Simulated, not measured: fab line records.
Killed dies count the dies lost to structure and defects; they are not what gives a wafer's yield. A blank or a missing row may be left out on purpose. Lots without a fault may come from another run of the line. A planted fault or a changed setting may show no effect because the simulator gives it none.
fab line records    flow sky130
record: lots: 13  wafers: 39  last_day: 50
route steps=708 shown LI_CONTACT@375 CONTACT@431
lots with no fault: from the same line, run without faults
start_h: the number of hours between the record's first day and the start of the first shown wafer of the lot    wait_h: how many hours have passed since the lot's step before this one    " identical to the entry in the row above    L1.1+2: a single row standing in for several wafers    - no value present, or no start provided    * or withheld: withheld    < > ~ a bound
route shown NAME@n: names a module that has steps shown in the file, with the first one's number in the route    usual: mean and standard deviation over wafers with no fault    same: alike in all rows    chamber/n: place in a boat    sites: each site's reading    _std_site: the values' standard deviation    _edge_site: inner sites' mean taken away from outer sites' mean    radius_mm: how far each site lies from the wafer's centre    mask NAME#n: copy n    behind: the most recent tool/chamber to have shaped the wafer    hold: why the lot was held/for how many hours/how that ended    device: the n, p or np transistor that did not switch    end of line: the same wafers' tests at the end of the route    where a step has no rows: the recipe by itself    killed: not the wafer's yield, but the dies lost to structure and defects at the first sort    map: a wafer's dies, marking killed ones x, the rest . and places with no die _
set.NAME: the run value of the setting; set.NAME@STEP: its run value at that earlier step    model.NAME: the simulator's own value behind a step, which no gauge read
a sample of lots followed through the steps of the route, with each step as a table and each wafer as a row
services: when a tool's chamber went out of use (start_h, in hours from the record's first day, below 0 if earlier), for how many hours, and the reason
== steps ==
step: SKY_LI_CONTACT_OVL_MEAS_13
usual: LI_CONTACT_OVL: 0/4.9
lot.wafer  tool        chamber  start_h  wait_h  LI_CONTACT_OVL[nm]
L511.2     overlay-01  -        676.90   0.1     4
L511.4     "           -        "        "       -1
L511.5     "           -        "        "       -3
L512.1     overlay-02  -        683.94   0.1     1
L512.2     "           -        "        "       11
L512.3     "           -        "        "       6
L513.1     overlay-01  -        692.46   0.1     4
L513.2     "           -        "        "       -2
L513.6     "           -        "        "       -1
L517.1     overlay-02  -        735.16   0.1     16
L517.4     "           -        "        "       6
L517.5     "           -        "        "       11
L522.3     overlay-01  -        780.67   0.1     -4
L522.4     "           -        "        "       -4
L522.6     "           -        "        "       -4
L523.1     overlay-01  -        786.99   0.1     -8
L523.2     "           -        "        "       -2
L523.5     "           -        "        "       -9
L525.1     overlay-01  -        821.71   0.1     2
L525.4     "           -        "        "       2
L525.5     "           -        "        "       -4
L529.1     overlay-02  -        826.66   0.1     2
L529.3     "           -        "        "       0
L529.4     "           -        "        "       4
L530.1     overlay-01  -        828.54   0.1     5
L530.4     "           -        "        "       1
L530.5     "           -        "        "       7
L531.3     overlay-02  -        834.02   0.1     0
L531.5     "           -        "        "       3
L531.6     "           -        "        "       0
L532.3     overlay-02  -        839.32   0.1     3
L532.4     "           -        "        "       -4
L532.6     "           -        "        "       -9
L533.1     overlay-01  -        853.79   0.1     -1
L533.2     "           -        "        "       -1
L533.3     "           -        "        "       -2
L534.2     overlay-02  -        856.10   0.1     7
L534.4     "           -        "        "       3
L534.5     "           -        "        "       3
step: SKY_LI_CONTACT_ETCH_14
recipe: chemistry: N2/H2  target: BARC  ion_energy_ev: 200  source_w: 500  bias_w: 100  pressure_mtorr: 30  n2_flow_sccm: 100  h2_flow_sccm: 200  stop_on: SiO2  time_s: 45.9  target_depth_a: 600
usual: bias_w: 100.0/0.32  drypump_motor_current_A: 5.7/0.41  oes_product_au: 0.854/0.0042  throttle_valve_pct: 13.224/0.0098
lot.wafer  tool         chamber  start_h  wait_h  bias_w  drypump_motor_current_A  oes_product_au  rf_hours_counter_h  throttle_valve_pct
L511.2     rie_diel-02  1        676.93   0.0     99.8    5.4                      0.847           8                   13.211
L511.4     "            2        "        "       99.7    6.2                      0.846           3                   13.224
L511.5     "            3        "        "       100.2   6.0                      0.864           -                   13.216
L512.1     rie_diel-04  1        683.98   0.0     100.3   5.7                      0.851           8                   13.219
L512.2     "            3        "        "       99.8    5.0                      0.853           6                   13.221
L512.3     "            2        "        "       99.9    5.3                      0.861           13                  13.226
L513.1     rie_diel-02  2        692.50   0.0     100.1   6.2                      0.849           4                   13.220
L513.2     "            3        "        "       99.7    6.0                      0.850           9                   13.210
L513.6     "            2        "        "       100.4   6.2                      0.855           -                   13.216
L517.1     rie_diel-01  1        735.20   0.0     99.9    5.8                      0.857           8                   13.216
L517.4     "            3        "        "       99.5    5.3                      0.858           9                   13.231
L517.5     "            1        "        "       100.0   5.8                      0.854           -                   13.233
L522.3     rie_diel-02  0        780.70   0.0     79.7    5.9                      0.847           5                   13.219
L522.4     "            0        "        "       79.6    5.9                      0.860           -                   13.232
L522.6     "            1        "        "       79.8    5.4                      0.847           -                   13.228
L523.1     rie_diel-02  2        787.03   0.0     79.8    6.2                      0.850           6                   13.215
L523.2     "            0        "        "       79.0    5.9                      0.849           5                   13.238
L523.5     "            0        "        "       79.3    5.9                      0.853           -                   13.224
L525.1     rie_diel-04  2        821.75   0.0     100.2   5.3                      0.850           16                  13.223
L525.4     "            0        "        "       100.2   5.0                      0.849           18                  13.229
L525.5     "            1        "        "       99.8    5.8                      0.858           -                   13.213
L529.1     rie_diel-01  1        826.70   0.0     100.3   5.8                      0.858           10                  13.231
L529.3     "            3        "        "       100.1   5.3                      0.855           10                  13.228
L529.4     "            2        "        "       99.9    6.3                      0.852           18                  13.222
L530.1     rie_diel-01  1        828.58   0.0     100.3   5.8                      0.857           10                  13.221
L530.4     "            0        "        "       100.1   5.5                      0.856           9                   13.227
L530.5     "            2        "        "       100.2   6.3                      0.851           -                   13.211
L531.3     rie_diel-01  2        834.05   0.0     100.0   6.3                      0.853           18                  13.224
L531.5     "            2        "        "       100.2   6.3                      0.850           -                   13.232
L531.6     "            3        "        "       99.6    5.3                      0.858           -                   13.228
L532.3     rie_diel-01  1        839.35   0.0     100.4   5.8                      0.859           10                  13.207
L532.4     "            3        "        "       99.4    5.3                      0.850           11                  13.215
L532.6     "            0        "        "       100.3   5.5                      0.846           -                   13.233
L533.1     rie_diel-02  0        853.83   0.0     100.9   5.9                      0.854           8                   13.229
L533.2     "            2        "        "       99.9    6.2                      0.860           9                   13.237
L533.3     "            3        "        "       99.9    6.0                      0.852           13                  13.226
L534.2     rie_diel-04  2        856.13   0.0     100.2   5.3                      0.857           17                  13.210
L534.4     "            3        "        "       100.2   5.0                      0.857           10                  13.235
L534.5     "            0        "        "       99.7    5.0                      0.849           -                   13.226
step: SKY_CONTACT_RS_MEAS_25
recipe: thk_meas_gauge: four-point-probe  reads: W_of_CONTACT_CVD_24+TiN_of_CONTACT_SPUTTER_23
usual: CONTACT_W_RS: 0.339/0.0038
lot.wafer  tool           chamber  start_h  wait_h  CONTACT_W_RS[ohm/sq]
L511.2     film_metro-02  -        738.49   0.1     0.341
L511.4     "              -        "        "       0.344
L511.5     "              -        "        "       0.344
L512.1     film_metro-02  -        742.52   0.1     0.341
L512.2     "              -        "        "       0.338
L512.3     "              -        "        "       0.339
L513.1     film_metro-02  -        751.49   0.1     0.345
L513.2     "              -        "        "       0.340
L513.6     "              -        "        "       0.346
L517.1     film_metro-01  -        792.93   0.1     0.336
L517.4     "              -        "        "       0.335
L517.5     "              -        "        "       0.339
L522.3     film_metro-02  -        838.01   0.1     0.334
L522.4     "              -        "        "       0.340
L522.6     "              -        "        "       0.341
L523.1     film_metro-01  -        843.40   0.1     0.338
L523.2     "              -        "        "       0.338
L523.5     "              -        "        "       0.340
L525.1     film_metro-02  -        877.63   0.1     0.341
L525.4     "              -        "        "       0.342
L525.5     "              -        "        "       0.340
L529.1     film_metro-02  -        882.66   0.2     0.335
L529.3     "              -        "        "       0.340
L529.4     "              -        "        "       0.337
L530.1     film_metro-04  -        884.15   0.2     0.342
L530.4     "              -        "        "       0.340
L530.5     "              -        "        "       0.341
L531.3     film_metro-01  -        889.57   0.2     0.346
L531.5     "              -        "        "       0.345
L531.6     "              -        "        "       0.339
L532.3     film_metro-04  -        895.12   0.1     0.345
L532.4     "              -        "        "       0.350
L532.6     "              -        "        "       0.347
L533.1     film_metro-02  -        909.92   0.1     0.336
L533.2     "              -        "        "       0.338
L533.3     "              -        "        "       0.337
L534.2     film_metro-01  -        911.01   0.1     0.339
L534.4     "              -        "        "       0.339
L534.5     "              -        "        "       0.341
step: SKY_CONTACT_THK_MEAS_26
recipe: thk_meas_gauge: xrf  reads: W_of_CONTACT_CVD_24
usual: CONTACT_W_THK: 344/5.7
lot.wafer  tool           chamber  start_h  wait_h  CONTACT_W_THK[nm]
L511.2     film_metro-02  -        738.60   0.1     346
L511.4     "              -        "        "       345
L511.5     "              -        "        "       341
L512.1     film_metro-02  -        742.64   0.1     345
L512.2     "              -        "        "       350
L512.3     "              -        "        "       351
L513.1     film_metro-02  -        751.61   0.1     345
L513.2     "              -        "        "       349
L513.6     "              -        "        "       346
L517.1     film_metro-01  -        793.05   0.1     343
L517.4     "              -        "        "       344
L517.5     "              -        "        "       338
L522.3     film_metro-02  -        838.11   0.1     359
L522.4     "              -        "        "       352
L522.6     "              -        "        "       350
L523.1     film_metro-01  -        843.52   0.1     345
L523.2     "              -        "        "       342
L523.5     "              -        "        "       343
L525.1     film_metro-02  -        877.75   0.1     346
L525.4     "              -        "        "       346
L525.5     "              -        "        "       348
L529.1     film_metro-02  -        882.78   0.1     353
L529.3     "              -        "        "       347
L529.4     "              -        "        "       351
L530.1     film_metro-04  -        884.27   0.1     344
L530.4     "              -        "        "       346
L530.5     "              -        "        "       343
L531.3     film_metro-01  -        889.67   0.1     332
L531.5     "              -        "        "       332
L531.6     "              -        "        "       336
L532.3     film_metro-04  -        895.22   0.1     335
L532.4     "              -        "        "       329
L532.6     "              -        "        "       333
L533.1     film_metro-02  -        910.04   0.1     353
L533.2     "              -        "        "       347
L533.3     "              -        "        "       349
L534.2     film_metro-01  -        911.12   0.1     336
L534.4     "              -        "        "       338
L534.5     "              -        "        "       339
== services ==
tool         chamber  start_h  hours  kind
rie_diel-02  -        665.87   2.8    pm
rie_diel-01  -        678.21   0.6    repair
rie_diel-02  0        690.19   9.3    repair
rie_diel-02  2        695.12   6.3    repair
rie_diel-02  1        706.11   7.7    repair
rie_diel-04  -        723.35   0.5    repair
rie_diel-02  1        743.77   8.0    repair
rie_diel-02  -        776.58   2.3    repair
rie_diel-02  3        779.52   8.4    repair
rie_diel-01  1        805.35   5.7    repair
rie_diel-02  1        824.95   49.5   repair
== key ==
first_sign: step: SKY_LI_CONTACT_ETCH_14  reading: bias_w  direction: down  sigmas: 64  usual: 100.0  struck: 79.5
effect none on later readings
met_at SKY_LI_CONTACT_ETCH_14
struck_lots L522,L523
tester_left_out L522,L523
not_acting_at SKY_LI_CONTACT_OVL_MEAS_13,SKY_CONTACT_RS_MEAS_25,SKY_CONTACT_THK_MEAS_26
onset_between 692.50 780.70
fault: kind: process_parameter_drift  tool: rie_diel-02  chamber: -  onset_h: 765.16  steps: SKY_LI_CONTACT_ETCH_14  channel: bias_w  offset: -20.584  shape: step  end_h: 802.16  acts_in: these_recipes_only  stated: 100
tester_left_out: of these lots the tester's yield and bins aren't shown, on N5 and GAA mostly nor the transistor test; their killed dies are dies lost to structure and defects alone, not to doping, threshold or leakage, so they don't give the yield
